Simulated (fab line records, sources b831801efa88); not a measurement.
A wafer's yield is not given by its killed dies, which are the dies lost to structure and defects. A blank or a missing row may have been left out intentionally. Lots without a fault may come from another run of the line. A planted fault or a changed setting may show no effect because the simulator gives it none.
Which tool did it? :: flow gf180mcu :: route of 602 steps, sampled at 1 step: 13 lots, 39 wafers

== WHAT EACH GAUGE READ, for each wafer ==
GF_V3_THK_MEAS_01.
lot: L253
measured: day 21 07:18
on: filmMetro-01
V3_CVD_00_THK (nm): 593 597 598

lot: L254
measured: day 21 12:16
on: filmMetro-03
V3_CVD_00_THK (nm): 607 610 614

lot: L255
measured: day 22 02:41
on: filmMetro-01
V3_CVD_00_THK (nm): 601 597 598

lot: L256
measured: day 22 15:02
on: filmMetro-02
V3_CVD_00_THK (nm): 598 592 595

lot: L262
measured: day 24 16:38
on: filmMetro-02
V3_CVD_00_THK (nm): 598 600 593

lot: L263
measured: day 25 05:35
on: filmMetro-02
V3_CVD_00_THK (nm): 602 605 599

lot: L264
measured: day 25 09:17
on: filmMetro-02
V3_CVD_00_THK (nm): 592 593 588

lot: L267
measured: day 26 07:38
on: filmMetro-01
V3_CVD_00_THK (nm): 602 610 604

lot: L268
measured: day 26 14:10
on: filmMetro-03
V3_CVD_00_THK (nm): 595 593 600

lot: L269
measured: day 26 23:52
on: filmMetro-01
V3_CVD_00_THK (nm): 600 606 608

lot: L270
measured: day 27 03:28
on: filmMetro-01
V3_CVD_00_THK (nm): 592 597 591

lot: L273
measured: day 28 00:41
on: filmMetro-02
V3_CVD_00_THK (nm): 605 604 602

lot: L274
measured: day 28 11:17
on: filmMetro-02
V3_CVD_00_THK (nm): 602 596 601

== EACH LOT AND THE TOOL THAT RAN IT (in order: tool; ch and the chambers of the sampled wafers; start) ==
Before these readings, the record contains no process step.

== WHAT THE TOOLS THEMSELVES READ (means of the sampled wafers that have a number; where no wafer has one, the mark that the record gives instead) ==
The record holds no such reading with a usual standard deviation.

== THE ANSWER, worked out from the rows above alone ==
Rule: the usual values come from the lots themselves. Put in order of their means at a reading, lots are off if they are a third of the lots or fewer, leave a main group of 4 or more, and stand apart from it by a gap of 3 or more times the standard deviation of the main group's means; of several such gaps the widest counts. A main group whose means are all the same, to the digits that the tables above print for the reading, isn't used. Also off: a lot with no number at a reading for which 4 or more lots have one. The other lots that the step has rows for count as sound. The gauges are gone through in route order, then the tools' own readings, and for those a lot's mean is taken as printed above. At the first step where some lot is off, the reading lying furthest off is the one used; lots without a number count as furthest.
No lot is off on any of the readings shown, so nothing can be concluded from this.

== WHAT THE SIMULATOR PUT IN ==
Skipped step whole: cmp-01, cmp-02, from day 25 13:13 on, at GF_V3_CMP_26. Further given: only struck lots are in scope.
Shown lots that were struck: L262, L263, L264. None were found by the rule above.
